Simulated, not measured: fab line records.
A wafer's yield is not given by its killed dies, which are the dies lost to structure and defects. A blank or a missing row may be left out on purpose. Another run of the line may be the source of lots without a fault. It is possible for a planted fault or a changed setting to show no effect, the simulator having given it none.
Chamber matching    flow sky130    cmp-02 running SKY_VIA4_CMP_02: 4 sister chambers
The step polishes SiO2. 4 wafers are shown with their chamber, then 8 later ones without.

== WAFERS, EACH WITH ITS CHAMBER ==
wafer   chamber  motor-current-A (A)
L080.3  2        13.1
L082.2  3        12.7
L082.6  0        11.5
L089.2  1        11.5

== WAFERS WITH NO CHAMBER GIVEN ==
wafer   motor-current-A (A)
L089.5  10.9
L089.6  11.5
L092.2  10.7
L092.4  11.7
L092.5  13.3
L090.2  11.1
L090.3  10.7
L090.5  11.2

== EACH ONE'S CHAMBER ==
wafer   from the rows above           in truth
L089.5  can't be placed: 0 or 1       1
L089.6  can't be placed: 0 or 1       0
L092.2  can't be placed: 0 or 1       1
L092.4  can't be placed: 0 or 1 or 3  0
L092.5  can't be placed: 2 or 3       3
L090.2  can't be placed: 0 or 1       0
L090.3  can't be placed: 0 or 1       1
L090.5  can't be placed: 0 or 1       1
Placed correctly: 0 of 8. Unplaceable from these rows: 8, with the true chamber sitting among the candidates in 8. Placed wrongly: 0.
How it was worked out, from the rows above alone: a wafer's distance from a chamber is the root of the sum, over the readings, of the square of ((its reading less the chamber's mean) divided by the reading's scatter). If the next closest chamber is less than 2 further off than the closest, the wafer can't be placed; otherwise it belongs to the closest. The mean given for a chamber averages the wafers shown for that chamber. The scatter (one wafer shown for each chamber): square how far every hidden wafer sits from the nearest shown wafer, average those squares and take the square root.
